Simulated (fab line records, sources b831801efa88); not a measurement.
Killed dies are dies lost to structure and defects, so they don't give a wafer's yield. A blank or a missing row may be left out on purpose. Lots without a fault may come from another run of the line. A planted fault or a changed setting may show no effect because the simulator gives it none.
Which tool did it? | flow sfq_line | 14 lots, 42 wafers sampled, at 1 step of a route of 325

WHAT THE GAUGES READ, wafer by wafer
The record holds no reading of a measuring or inspecting step that can be judged against a usual standard deviation.

WHICH TOOL RAN EACH LOT (tool, then ch and the chambers of the sampled wafers, then the start)
lot  | SFQ_TRILAYER_I7_CMP_CMP_184
L807 | cmp-02 ch 0,2,3, day 74 11:10
L808 | cmp-02 ch 1,3, day 75 03:46
L809 | cmp-01 ch 0,1,3, day 75 07:56
L810 | cmp-02 ch 1,2,3, day 75 12:07
L811 | cmp-01 ch 1,2,3, day 75 13:31
L813 | cmp-02 ch 0,3, day 76 00:49
L814 | cmp-02 ch 0,1,3, day 76 03:49
L816 | cmp-02 ch 0,1,2, day 76 06:49
L817 | cmp-01 ch 1,3, day 76 12:58
L818 | cmp-02 ch 0,1, day 77 08:15
L824 | cmp-02 ch 0,2,3, day 81 06:51
L826 | cmp-02 ch 1,2, day 83 09:58
L827 | cmp-02 ch 1,3, day 83 12:35
L828 | cmp-01 ch 0,1,3, day 83 19:48
- SFQ_TRILAYER_I7_CMP_CMP_184: polishes SiO2.

WHAT THE TOOLS THEMSELVES READ (means of the sampled wafers that have a number; where no wafer has one, the mark that the record gives instead)
SFQ_TRILAYER_I7_CMP_CMP_184.
lot  | tool   | head_pressure_psi (psi) | motor_current_A (A) | time_to_endpoint_s (s)
L807 | cmp-02 | 3.002                   | 10.6                | 225
L808 | cmp-02 | 3.002                   | 12.4                | 205
L809 | cmp-01 | 3.000                   | 10.2                | 219
L810 | cmp-02 | 2.995                   | 11.7                | 221
L811 | cmp-01 | 3.001                   | 10.2                | 208
L813 | cmp-02 | 2.998                   | 11.0                | 217
L814 | cmp-02 | 3.001                   | 12.0                | 220
L816 | cmp-02 | 2.999                   | 10.8                | 216
L817 | cmp-01 | 3.001                   | 9.7                 | 223
L818 | cmp-02 | 3.003                   | 11.3                | 226
L824 | cmp-02 | 2.995                   | 10.5                | 231
L826 | cmp-02 | 2.704                   | 10.7                | 241
L827 | cmp-02 | 2.699                   | 11.9                | 243
L828 | cmp-01 | 3.004                   | 9.7                 | 225

THE ANSWER, worked out from the rows above alone
Rule: what is usual is taken from the lots themselves. Put in order of their means at a reading, lots are off if they are a third of the lots or fewer, leave a main group of 4 or more, and stand apart from it by a gap of 3 or more times the standard deviation of the main group's means; of several such gaps the widest counts. A main group whose means are all the same, to the digits that the tables above print for the reading, isn't used. A lot without any number at a reading at which 4 lots or more have one is off too. The other lots that the step has rows for count as sound. The gauges are gone through in route order, then the tools' own readings, and for those a lot's mean is taken as printed above. The first step at which some lot is off is used, and at that step the reading that is off furthest; a lot without a number counts as furthest.
Off: L826, L827, at SFQ_TRILAYER_I7_CMP_CMP_184 (head_pressure_psi). The main group: mean 3.000 psi, standard deviation 0.0028.
A tool fits if, at that step or a process step before it, it ran every lot that is off, and no sound lot after the first of them. One fits: cmp-02 at SFQ_TRILAYER_I7_CMP_CMP_184. Its last sound lot is L824 (day 81 06:51), its first lot that is off L826 (day 83 09:58): a fault that began between those two fits.
The tool's own readings at SFQ_TRILAYER_I7_CMP_CMP_184 bear it out: on the lots that are off they differ by more than 5 times the standard deviation of the sound lots' means. head_pressure_psi reads 2.702 psi there against 3.000 psi on the sound lots.

WHAT THE SIMULATOR HAD PUT IN
Process parameter drift: cmp-02, from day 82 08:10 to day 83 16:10, at SFQ_TRILAYER_I7_CMP_CMP_184. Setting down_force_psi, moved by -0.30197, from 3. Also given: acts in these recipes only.
Lots struck among those shown: L826, L827. The rule above found the same.
